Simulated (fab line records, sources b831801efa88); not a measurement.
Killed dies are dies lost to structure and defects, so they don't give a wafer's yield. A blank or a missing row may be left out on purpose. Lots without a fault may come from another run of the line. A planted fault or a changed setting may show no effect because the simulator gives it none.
One fault seen from 2 desks | flow gf180mcu | each desk has only its own numbers; what lay behind them comes last

THE METROLOGY DESK
What the gauges read, lot by lot, whatever tool the lot ran on: means of the sampled wafers that have a number. A lot is out of limits, marked OUT, if its mean lies more than 4 standard deviations from the usual mean; the brackets give that distance.
Columns: A = VT_IMPLANT_4_TW at GF_VT_IMPLANT_TW_MEAS_43, usual 689
lot  | first seen here | A
L459 | day 8 06:31     | 695
L460 | day 8 13:10     | 689
L470 | day 11 08:52    | 679
L472 | day 11 20:13    | 682
L473 | day 12 04:31    | 692
L474 | day 12 09:46    | 683
L476 | day 13 02:19    | 683
L477 | day 13 06:46    | 685
L479 | day 13 21:16    | 696
L480 | day 14 05:25    | 694
This desk's finding: nothing out of limits on any of the 10 lots.

THE TOOL OWNER'S DESK: rie_si-01
The tool's own readings at GF_STI_ETCH_14 (etches Si in HBr/Cl2/O2, target depth 360 nm, time 102.9 s): means of the sampled wafers that have a number, for each lot that ran on this tool. A lot is out of limits, marked OUT, if its mean lies more than 4 standard deviations from the usual mean; the brackets give that distance.
Columns: A = HBr_flow_sccm at GF_STI_ETCH_14, usual 150.0 sccm; B = O2_flow_sccm at GF_STI_ETCH_14, usual 6.002 sccm; C = drypump_motor_current_A at GF_STI_ETCH_14, usual 5.7 A; D = oes_product_au at GF_STI_ETCH_14, usual 0.999 a.u.; E = throttle_valve_pct at GF_STI_ETCH_14, usual 25.656 %
lot  | first seen here | A     | B     | C   | D     | E
L460 | day 2 18:40     | 150.5 | 6.003 | 5.8 | 0.996 | 25.656
L472 | day 5 06:53     | 150.2 | 6.004 | 5.8 | 0.989 | 25.661
L473 | day 5 12:22     | 150.7 | 6.001 | 5.5 | 0.996 | 25.657
L474 | day 5 17:14     | 150.1 | 5.997 | 5.4 | 0.990 | 25.657
L477 | day 6 08:28     | 150.4 | 6.013 | 5.9 | 1.025 | 25.650
L479 | day 6 18:58     | 150.0 | 6.009 | 5.5 | 1.020 | 25.642
L480 | day 7 01:53     | 149.8 | 6.004 | 5.4 | 0.995 | 25.648
This desk's finding: nothing out of limits on any of the 7 lots.

PUT TOGETHER
The metrology desk saw nothing out of limits.
The tool owner's desk saw nothing out of limits.

WHAT THE SIMULATOR HAD PUT IN
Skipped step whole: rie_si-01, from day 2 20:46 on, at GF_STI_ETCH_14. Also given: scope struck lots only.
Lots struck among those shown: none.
